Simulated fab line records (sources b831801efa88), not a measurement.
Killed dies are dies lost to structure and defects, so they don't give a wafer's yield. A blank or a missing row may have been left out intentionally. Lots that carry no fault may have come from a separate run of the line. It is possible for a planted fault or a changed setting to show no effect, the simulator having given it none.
Problem report, 8D (eight disciplines) form, completed by code -- flow gf180mcu -- the parts of the form that need people (team, actions taken, sign-off) are left out

## 1. THE ISSUE
Mean MVSD_RS at GF_VT_IMPLANT_RS_MEAS_46: 450.7 ohm/sq over 6 wafers in 2 lots; fault-free wafers: 462.7 ohm/sq, standard deviation 1.2. Measured from the usual mean, that is -10 standard deviations.
The step: measures by four-point-probe.
Earliest sighting: wafer L791.1 on film-metro-04 at day 10 10:55. The record holds 36 wafers of 12 lots with a number at this step. Rule for "out", or "out of limits": more than 4 standard deviations from the usual mean. All remaining wafers that have a number are taken as sound.

## 2. WHAT IT IS; WHAT IT IS NOT
question,is,is not
which readings at this step,MVSD_RS,-
which lots,"L791, L797","L781, L782, L784, L787, L788, L796, L799, L801, L802, L803"
which wafers of those lots,all that have a number,-
read on which gauges,"film-metro-01, film-metro-04",film-metro-02
when,from day 10 10:55,"up to then (15 sound wafers); but 15 sound wafers of L796, L799, L801, L802, L803 came after"

## 3. THE SUSPECTS, EACH WITH WHAT RULES IT OUT
Counting: a tool stays on the suspect list if, at a process step up to the reading, it processed all lots that are out and no sound lot following the first of them.
- the gauge at GF_VT_IMPLANT_RS_MEAS_46: ruled out. Those wafers that are out were read across 2 gauges (film-metro-01, film-metro-04).
- implanter-04 at GF_MVSD_IMPLANT_09: kept. Every lot that is out went through it, starting with L791 (day 6 21:44), and after that it ran no sound lot; the last sound lot it ran before then is L784 (day 5 04:32). Its own readings are out on those wafers: dose-ions-cm2, faraday-current-uA.
After counting, what remains is implanter-04 at GF_MVSD_IMPLANT_09.

## 4. THE CAUSE (what the simulator had put in)
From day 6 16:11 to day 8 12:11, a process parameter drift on implanter-04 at GF_MVSD_IMPLANT_09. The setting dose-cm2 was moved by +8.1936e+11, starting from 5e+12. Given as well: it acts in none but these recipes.
After counting, this tool was the only one left.

## 5. THE EFFECT CHAIN, in route order
Rows list readings where the struck wafers' mean (over those with a number) sits beyond 3 standard deviations from the usual. Readings are gone through only where the record gives a usual standard deviation; hours: the median, over the lots, of the time from a lot's start at the first step in this table giving one to that lot's start at this step; sigmas: the change measured in usual standard deviations.
hours,step,reading,usual,on struck wafers,change,sigmas
0,GF_MVSD_IMPLANT_09,dose-ions-cm2,4.998e+12,5.814e+12,+8.158e+11,+99 or more
0,GF_MVSD_IMPLANT_09,faraday-current-uA,28.2,32.4,+4.2,+7.2
87,GF_VT_IMPLANT_RS_MEAS_46,MVSD_RS,462.7 ohm/sq,450.7,-12.0,-10
It contains these process steps:
- GF_MVSD_IMPLANT_09
Later steps that measure or inspect, where all struck wafers having a row at the step show a number for every such reading and not one has moved that far: GF_VT_IMPLANT_RS_MEAS_47, GF_M2_CD_MEAS_14.

## 6. WHAT WOULD HAVE CAUGHT IT SOONER
Counted from the fault's start at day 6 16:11, it took 91 hours until the first out-of-limits reading at a measuring or inspecting step in this record, taken at day 10 10:55.
Tool's own readings at GF_MVSD_IMPLANT_09, dose-ions-cm2, faraday-current-uA: out on all struck wafers the step has rows for; an alarm limit on them would have tripped on the first.
By day 10 10:55, every lot that is out (2) had started GF_MVSD_IMPLANT_09 on implanter-04. Tool hold at that time: it would have spared none of them.
